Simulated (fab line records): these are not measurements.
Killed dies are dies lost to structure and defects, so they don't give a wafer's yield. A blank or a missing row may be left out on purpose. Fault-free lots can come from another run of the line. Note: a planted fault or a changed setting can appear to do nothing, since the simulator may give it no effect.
fab line records | flow gf180mcu | part 2 of 2: steps 30 to 41 of 41
[record] lots = 5 | wafers = 15 | last_day = 34
route steps=602 shown V3@432 M4@456
lots that met no fault: from a run of the same line without faults
start_h: start of the lot's first displayed wafer, in hours after the record's first day | wait_h: time in hours since the lot's previous step | " the same as in the row above | L1.1+2: a row that stands for several wafers | - no value, or no start given | * or withheld: withheld | < > ~ a bound
route shown NAME@n: NAME is a module with steps in the file, n the number in the route of the first one | usual: mean/standard deviation of fault-free wafers | same: alike in all rows | chamber/n: place in a boat | sites: per-site readings | _std_site: how widely they spread, as a standard deviation | _edge_site: the outer-site mean with the inner-site mean subtracted | radius_mm: for every site, how far away it sits from the centre of the wafer | mask NAME#n: copy n | behind: the tool/chamber that last shaped the wafer | hold: why the lot went on hold/how many hours it stayed there/how the hold came to an end | device: the transistor (n, p or np) that didn't switch | end of line: at the end of the route, the tests of the same wafers | a step with no rows: only its recipe | killed: count of dies lost to structure and defects at first sort (not the wafer's yield) | map: a wafer's dies, marking killed ones x, the rest . and places with no die _
set.NAME: the setting that was run; set.NAME@STEP: the one run at that earlier step | model.NAME: the simulator's own value behind a step, which no gauge read
lots at selected steps of the route; one table per step, one row per wafer
services: when a tool's chamber went out of use (start_h, in hours from the record's first day, below 0 if earlier), for how many hours, and the reason
[[steps]]
[step GF_M4_RS_MEAS_05]
[recipe] thk_meas_gauge = four-point-probe | reads = TiN_of_M4_SPUTTER_04+Ti_of_M4_SPUTTER_03+AlCu_of_M4_SPUTTER_02+TiN_of_M4_SPUTTER_01+Ti_of_M4_SPUTTER_00
[usual] M4_ALCU_RS = 0.0699/0.00077
lot.wafer | tool          | chamber | start_h | wait_h | M4_ALCU_RS[ohm/sq]
L075.1    | film_metro-02 | -       | 525.35  | 0.0    | 0.0692
L075.2    | "             | -       | "       | "      | 0.0707
L075.6    | "             | -       | "       | "      | 0.0694
L081.1    | film_metro-03 | -       | 580.20  | 0.0    | 0.0709
L081.4    | "             | -       | "       | "      | 0.0706
L081.5    | "             | -       | "       | "      | 0.0706
L085.2    | film_metro-03 | -       | 609.60  | 0.0    | 0.0700
L085.3    | "             | -       | "       | "      | 0.0700
L085.5    | "             | -       | "       | "      | 0.0700
L087.1    | film_metro-04 | -       | 623.51  | 0.0    | 0.0712
L087.5    | "             | -       | "       | "      | 0.0703
L087.6    | "             | -       | "       | "      | 0.0710
L096.1    | film_metro-03 | -       | 684.15  | 0.0    | 0.0697
L096.2    | "             | -       | "       | "      | 0.0698
L096.5    | "             | -       | "       | "      | 0.0693
[step GF_M4_THK_MEAS_06]
[recipe] thk_meas_gauge = xrf | reads = AlCu_of_M4_SPUTTER_02
[usual] M4_ALCU_THK = 442/5.6
lot.wafer | tool          | chamber | start_h | wait_h | M4_ALCU_THK[nm]
L075.1    | film_metro-02 | -       | 525.47  | 0.1    | 452
L075.2    | "             | -       | "       | "      | 440
L075.6    | "             | -       | "       | "      | 450
L081.1    | film_metro-03 | -       | 580.32  | 0.1    | 435
L081.4    | "             | -       | "       | "      | 438
L081.5    | "             | -       | "       | "      | 435
L085.2    | film_metro-03 | -       | 609.71  | 0.1    | 439
L085.3    | "             | -       | "       | "      | 440
L085.5    | "             | -       | "       | "      | 441
L087.1    | film_metro-04 | -       | 623.63  | 0.1    | 437
L087.5    | "             | -       | "       | "      | 436
L087.6    | "             | -       | "       | "      | 434
L096.1    | film_metro-03 | -       | 684.27  | 0.1    | 444
L096.2    | "             | -       | "       | "      | 441
L096.5    | "             | -       | "       | "      | 446
[step GF_M4_DEHYDRATE_07]
[recipe] temp_c = 200 | time_s = 60
lot.wafer  | tool           | chamber | start_h | wait_h
L075.1+2+6 | litho_track-04 | 0       | 535.85  | 10.4
L081.1+4+5 | litho_track-04 | 0       | 590.55  | 10.2
L085.2+3+5 | litho_track-04 | 0       | 619.28  | 9.6
L087.1+5+6 | litho_track-04 | 0       | 633.35  | 9.7
L096.1+2+5 | litho_track-02 | 0       | 693.70  | 9.4
[step GF_M4_HMDS_08]
[recipe] prime_time_s = 60 | prime_temp_c = 120
[same] prime_time_s = 60
lot.wafer  | tool           | chamber | start_h | wait_h
L075.1+2+6 | litho_track-04 | 0       | 536.00  | 0.1
L081.1+4+5 | litho_track-04 | 0       | 590.70  | 0.1
L085.2+3+5 | litho_track-04 | 0       | 619.43  | 0.1
L087.1+5+6 | litho_track-04 | 0       | 633.50  | 0.1
L096.1+2+5 | litho_track-02 | 0       | 693.85  | 0.1
[step GF_M4_COAT_09]
[recipe] resist = KrF | spin_rpm = withheld | resist_thk_nm = 1000
lot.wafer  | tool           | chamber | start_h | wait_h
L075.1+2+6 | litho_track-04 | 0       | 536.15  | 0.1
L081.1+4+5 | litho_track-04 | 0       | 590.85  | 0.1
L085.2+3+5 | litho_track-04 | 0       | 619.58  | 0.1
L087.1+5+6 | litho_track-04 | 0       | 633.65  | 0.1
L096.1+2+5 | litho_track-02 | 0       | 694.00  | 0.1
[step GF_M4_SOFTBAKE_10]
[recipe] temp_c = 130 | time_s = 60 | resist = KrF
lot.wafer  | tool           | chamber | start_h | wait_h
L075.1+2+6 | litho_track-04 | 0       | 536.30  | 0.1
L081.1+4+5 | litho_track-04 | 0       | 591.00  | 0.1
L085.2+3+5 | litho_track-04 | 0       | 619.73  | 0.1
L087.1+5+6 | litho_track-04 | 0       | 633.80  | 0.1
L096.1+2+5 | litho_track-02 | 0       | 694.15  | 0.1
[step GF_M4_EXPOSE_11]
[recipe] mask_id = Metal4 | target_cd_nm = 280 | na = 0.68 | source_shape = conventional | sigma_outer = 0.6 | dose_mj = 28
lot.wafer  | tool           | chamber | start_h | wait_h | mask
L075.1+2+6 | krf_scanner-02 | 0       | -       | -      | Metal4#0
L081.1+4+5 | krf_scanner-02 | 0       | -       | -      | Metal4#0
L085.2+3+5 | krf_scanner-02 | 0       | -       | -      | Metal4#0
L087.1+5+6 | krf_scanner-01 | 0       | -       | -      | Metal4#0
L096.1+2+5 | krf_scanner-02 | 0       | -       | -      | Metal4#0
[step GF_M4_PEB_12]
[recipe] peb_temp_c = 135 | peb_time_s = 90 | resist = KrF
lot.wafer  | tool           | chamber | start_h | wait_h
L075.1+2+6 | litho_track-02 | 0       | -       | -
L081.1+4+5 | litho_track-02 | 0       | -       | -
L085.2+3+5 | litho_track-04 | 0       | -       | -
L087.1+5+6 | litho_track-04 | 0       | -       | -
L096.1+2+5 | litho_track-04 | 0       | -       | -
[step GF_M4_DEVELOP_13]
[recipe] develop_time_s = 60 | dev_temp_c = 21
[usual] developer_temp_C = 20.99/0.096
lot.wafer | tool           | chamber | start_h | wait_h | developer_temp_C
L075.1    | litho_track-02 | 0       | 547.25  | 0.2    | 21.19
L075.2    | "              | 0       | "       | "      | 20.97
L075.6    | "              | 0       | "       | "      | 21.18
L081.1    | litho_track-02 | 0       | 601.25  | 0.2    | 20.96
L081.4    | "              | 0       | "       | "      | 21.07
L081.5    | "              | 0       | "       | "      | 20.97
L085.2    | litho_track-04 | 0       | 630.43  | 0.2    | 20.90
L085.3    | "              | 0       | "       | "      | 21.02
L085.5    | "              | 0       | "       | "      | 21.00
L087.1    | litho_track-04 | 0       | 643.05  | 0.2    | 20.98
L087.5    | "              | 0       | "       | "      | 21.11
L087.6    | "              | 0       | "       | "      | 21.03
L096.1    | litho_track-04 | 0       | 703.20  | 0.2    | 20.89
L096.2    | "              | 0       | "       | "      | 20.91
L096.5    | "              | 0       | "       | "      | 20.88
[step GF_M4_CD_MEAS_14]
[recipe] target_cd_nm = 280
[usual] cd_nm = 279.9/1.3
lot.wafer | tool      | chamber | start_h | wait_h | cd_nm
L075.1    | cd_sem-01 | -       | 547.40  | 0.1    | 281.1
L075.2    | "         | -       | "       | "      | 281.8
L075.6    | "         | -       | "       | "      | 280.6
L081.1    | cd_sem-01 | -       | 601.40  | 0.1    | 280.0
L081.4    | "         | -       | "       | "      | 279.0
L081.5    | "         | -       | "       | "      | 279.1
L085.2    | cd_sem-01 | -       | 630.57  | 0.1    | 280.7
L085.3    | "         | -       | "       | "      | 280.0
L085.5    | "         | -       | "       | "      | 280.8
L087.1    | cd_sem-02 | -       | 643.20  | 0.1    | 281.6
L087.5    | "         | -       | "       | "      | 281.7
L087.6    | "         | -       | "       | "      | 281.6
L096.1    | cd_sem-01 | -       | 703.35  | 0.1    | 280.4
L096.2    | "         | -       | "       | "      | 281.3
L096.5    | "         | -       | "       | "      | 281.3
[step GF_M4_OVL_MEAS_15]
[usual] M4_OVL = 0/5
lot.wafer | tool       | chamber | start_h | wait_h | M4_OVL[nm]
L075.1    | overlay-01 | -       | 547.52  | 0.1    | 7
L075.2    | "          | -       | "       | "      | 7
L075.6    | "          | -       | "       | "      | 5
L081.1    | overlay-02 | -       | 601.52  | 0.1    | -3
L081.4    | "          | -       | "       | "      | -2
L081.5    | "          | -       | "       | "      | -4
L085.2    | overlay-02 | -       | 630.68  | 0.1    | 8
L085.3    | "          | -       | "       | "      | 1
L085.5    | "          | -       | "       | "      | 4
L087.1    | overlay-01 | -       | 643.32  | 0.1    | 3
L087.5    | "          | -       | "       | "      | -2
L087.6    | "          | -       | "       | "      | 3
L096.1    | overlay-01 | -       | 703.47  | 0.1    | -1
L096.2    | "          | -       | "       | "      | 1
L096.5    | "          | -       | "       | "      | -1
[step GF_M4_METAL_ETCH_16]
[recipe] chemistry = Cl2/BCl3 | mask_material = KrF | target_depth_nm = 627.5 | stop_on = SiO2 | pressure_mtorr = 8 | icp_w = 800 | bias_w = 140 | Cl2_flow_sccm = 80 | bcl3_flow_sccm = 40 | time_s = 104.6
[usual] drypump_motor_current_A = 5.72/0.27 | oes_product_au = 0.970/0.0066 | throttle_valve_pct = 28.253/0.01
lot.wafer | tool         | chamber | start_h | wait_h | drypump_motor_current_A | oes_product_au | rf_hours_counter_h | throttle_valve_pct
L075.1    | rie_metal-04 | 1       | 547.55  | 0.0    | 5.31                    | 0.973          | 2                  | 28.250
L075.2    | "            | 0       | "       | "      | 5.70                    | 0.959          | 4                  | 28.244
L075.6    | "            | 1       | "       | "      | 5.36                    | 0.970          | -                  | 28.255
L081.1    | rie_metal-03 | 0       | 601.55  | 0.0    | 5.80                    | 0.967          | 10                 | 28.246
L081.4    | "            | 1       | "       | "      | 6.21                    | 0.964          | -                  | 28.251
L081.5    | "            | 0       | "       | "      | 5.79                    | 0.956          | -                  | 28.247
L085.2    | rie_metal-04 | 1       | 630.71  | 0.0    | 5.35                    | 0.970          | 5                  | 28.251
L085.3    | "            | 1       | "       | "      | 5.32                    | 0.972          | -                  | 28.247
L085.5    | "            | 0       | "       | "      | 5.73                    | 0.963          | -                  | 28.255
L087.1    | rie_metal-04 | 0       | 643.36  | 0.0    | 5.73                    | 0.966          | 7                  | 28.264
L087.5    | "            | 1       | "       | "      | 5.34                    | 0.968          | -                  | 28.251
L087.6    | "            | 0       | "       | "      | 5.70                    | 0.964          | -                  | 28.261
L096.1    | rie_metal-01 | 1       | 703.51  | 0.0    | 5.62                    | 0.967          | 13                 | 28.263
L096.2    | "            | 0       | "       | "      | 5.94                    | 0.969          | 9                  | 28.241
L096.5    | "            | 0       | "       | "      | 5.93                    | 0.963          | -                  | 28.244
[[services]]
tool           | chamber | start_h | hours | kind
pvd_sputter-04 | -       | 483.78  | 3.3   | repair
cmp-01         | -       | 507.58  | 0.9   | repair
krf_scanner-02 | -       | 510.43  | 0.8   | pm
krf_scanner-02 | -       | 515.11  | 1.3   | pm
rie_diel-03    | 3       | 517.00  | 5.1   | repair
wet_bench-02   | -       | 518.45  | 5.4   | repair
cmp-01         | -       | 528.97  | 4.6   | pm
pvd_sputter-02 | -       | 538.50  | 0.5   | repair
wet_bench-01   | -       | 556.05  | 1.7   | repair
cmp-01         | -       | 572.30  | 4.0   | pm
krf_scanner-02 | -       | 573.84  | 4.4   | pm
pvd_sputter-02 | -       | 577.26  | 9.2   | repair
cmp-01         | -       | 583.38  | 2.4   | repair
pvd_sputter-01 | -       | 589.15  | 3.4   | repair
krf_scanner-02 | -       | 630.60  | 1.0   | pm
rie_diel-02    | -       | 640.59  | 5.5   | repair
pvd_sputter-01 | -       | 650.97  | 0.6   | repair
rie_diel-02    | 3       | 653.99  | 6.2   | repair
wet_bench-01   | -       | 654.85  | 0.9   | repair
cmp-01         | -       | 657.37  | 0.6   | repair
krf_scanner-02 | -       | 679.29  | 0.8   | pm
krf_scanner-02 | -       | 691.01  | 1.3   | pm
krf_scanner-02 | -       | 699.23  | 0.7   | repair
krf_scanner-02 | -       | 702.71  | 0.4   | repair
